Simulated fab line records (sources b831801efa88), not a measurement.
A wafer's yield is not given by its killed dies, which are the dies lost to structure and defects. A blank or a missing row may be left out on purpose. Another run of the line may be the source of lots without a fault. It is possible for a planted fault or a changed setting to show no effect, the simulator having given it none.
Which of the tools did it? + flow gf180mcu + 6 lots, 18 wafers sampled, at 1 step of a route of 602

== WHAT THE GAUGES READ, wafer by wafer ==
GF_CONTACT_RS_MEAS_25: uses a four-point probe to measure.
| lot  | measured     | on            | CONTACT_W_RS (ohm/sq) |
|------|--------------|---------------|-----------------------|
| L197 | day 17 07:35 | film-metro-02 | 0.380 0.375 0.385     |
| L201 | day 18 22:28 | film-metro-04 | 0.379 0.383 0.385     |
| L203 | day 19 16:47 | film-metro-01 | 0.378 0.385 0.387     |
| L212 | day 22 13:19 | film-metro-02 | 0.380 0.384 0.374     |
| L214 | day 23 05:45 | film-metro-04 | 0.388 0.374 0.386     |
| L216 | day 23 19:41 | film-metro-04 | 0.387 0.387 0.385     |

== EACH LOT AND THE TOOL THAT RAN IT (in order: tool; ch and the chambers of the sampled wafers; start) ==
No process step before these readings appears in the record.

== THE ANSWER, worked out from the rows above alone ==
Rule: the usual values come from the lots themselves. The widest of any qualifying gaps counts: lots, ordered by their means at a reading, are off when they make up no more than a third of the lots, leave a main group of 4 or more, and stand apart from it by 3 or more times the standard deviation of that group's means. If all means in a main group match to the digits the tables above print for the reading, that group is not used. A lot without any number at a reading at which 4 lots or more have one is off too. Where the step has rows for the other lots, those lots are counted as sound.
Nothing can be told from this: no lot is off at any reading shown.

== WHAT HAD BEEN PUT IN BY THE SIMULATOR ==
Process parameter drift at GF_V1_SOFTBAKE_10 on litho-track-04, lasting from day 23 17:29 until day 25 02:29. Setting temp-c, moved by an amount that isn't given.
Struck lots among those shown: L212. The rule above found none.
